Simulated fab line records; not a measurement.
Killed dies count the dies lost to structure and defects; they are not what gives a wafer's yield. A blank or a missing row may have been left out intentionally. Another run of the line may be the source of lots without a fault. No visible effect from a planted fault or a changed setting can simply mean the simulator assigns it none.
Which tool did it? / flow gf180mcu / 7 lots, 21 wafers sampled, at 2 steps of a route of 602

WHAT THE GAUGES READ, wafer by wafer
GF_V3_BOW_MEAS_05.
lot=L641; measured=day 22 05:23; on=film-metro-02; V3_BOW (um)=130 125 117
lot=L643; measured=day 23 00:14; on=film-metro-02; V3_BOW (um)=117 105 107
lot=L649; measured=day 25 04:44; on=film-metro-01; V3_BOW (um)=105 100 101
lot=L652; measured=day 26 01:20; on=film-metro-01; V3_BOW (um)=119 118 109
lot=L657; measured=day 27 19:55; on=film-metro-01; V3_BOW (um)=117 121 115
lot=L660; measured=day 28 07:20; on=film-metro-04; V3_BOW (um)=120 115 122
lot=L662; measured=day 28 23:51; on=film-metro-02; V3_BOW (um)=114 108 109

WHICH TOOL RAN EACH LOT (tool, then ch and the chambers of the sampled wafers, then the start)
lot=L641; GF_M3_SPUTTER_03=pvd-sputter-04, day 21 04:04
lot=L643; GF_M3_SPUTTER_03=pvd-sputter-03, day 22 00:11
lot=L649; GF_M3_SPUTTER_03=pvd-sputter-04, day 24 05:26
lot=L652; GF_M3_SPUTTER_03=pvd-sputter-04, day 25 02:53
lot=L657; GF_M3_SPUTTER_03=pvd-sputter-04, day 26 22:26
lot=L660; GF_M3_SPUTTER_03=pvd-sputter-03, day 27 09:54
lot=L662; GF_M3_SPUTTER_03=pvd-sputter-04, day 28 03:08
- GF_M3_SPUTTER_03: material Ti, target thk 10 nm, time 6.7 s.

THE ANSWER, worked out from the rows above alone
Rule: the lots themselves supply what counts as usual. Put in order of their means at a reading, lots are off if they are a third of the lots or fewer, leave a main group of 4 or more, and stand apart from it by a gap of 3 or more times the standard deviation of the main group's means; of several such gaps the widest counts. A main group whose means are all the same, to the digits that the tables above print for the reading, isn't used. A lot without any number at a reading at which 4 lots or more have one is off too. The other lots that the step has rows for count as sound.
Nothing can be told from this: no lot is off at any reading shown.

WHAT THE SIMULATOR PUT IN
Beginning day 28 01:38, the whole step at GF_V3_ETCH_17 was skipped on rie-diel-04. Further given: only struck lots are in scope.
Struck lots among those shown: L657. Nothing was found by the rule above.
